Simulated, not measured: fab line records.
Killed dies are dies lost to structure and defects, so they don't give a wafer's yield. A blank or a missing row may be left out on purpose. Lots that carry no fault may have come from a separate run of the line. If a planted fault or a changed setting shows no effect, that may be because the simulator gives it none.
Matching of chambers | flow sky130 | SKY_FIELD_ISO_CMP_27 on cmp-01: 4 sister chambers
The step polishes, stops on Si3N4, t overpolish 16 s, target thk 457.8 nm. 4 wafers are shown with their chamber, then 12 later ones without.

EACH WAFER AND ITS CHAMBER
wafer  | chamber | motor current A (A)
L090.6 | 2       | 11.1
L090.2 | 0       | 11.2
L090.4 | 3       | 12.1
L090.5 | 1       | 13.4

WAFERS WITHOUT THEIR CHAMBER
wafer  | motor current A (A)
L094.1 | 11.2
L094.2 | 12.2
L094.6 | 11.3
L096.1 | 11.0
L096.3 | 13.7
L096.4 | 12.8
L096.2 | 10.9
L096.5 | 11.6
L096.6 | 12.3
L097.3 | 13.3
L097.5 | 11.8
L097.6 | 12.6

WHICH CHAMBER EACH WENT THROUGH
wafer  | from the rows above          | in truth
L094.1 | can't be placed: 0 or 2      | 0
L094.2 | 3                            | 3
L094.6 | can't be placed: 0 or 2      | 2
L096.1 | can't be placed: 2 or 0      | 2
L096.3 | 1                            | 1
L096.4 | can't be placed: 1 or 3      | 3
L096.2 | can't be placed: 2 or 0      | 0
L096.5 | can't be placed: 0 or 2 or 3 | 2
L096.6 | 3                            | 3
L097.3 | 1                            | 1
L097.5 | can't be placed: 3 or 0 or 2 | 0
L097.6 | can't be placed: 3 or 1      | 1
Correct placement for 4 of the 12. Not placeable from these rows: 8 (in 8, the candidates include the true chamber). Wrongly placed: 0.
How it was worked out, from the rows above alone: a wafer's distance from a chamber is the root of the sum, over the readings, of the square of ((its reading less the chamber's mean) divided by the reading's scatter). The wafer belongs to the nearest chamber; if the next one is less than 2 further off, it can't be placed. For every chamber, the mean is computed from those of its wafers that are shown. The scatter: root of mean squared gap, hidden wafer to nearest shown wafer, with one shown wafer a chamber.
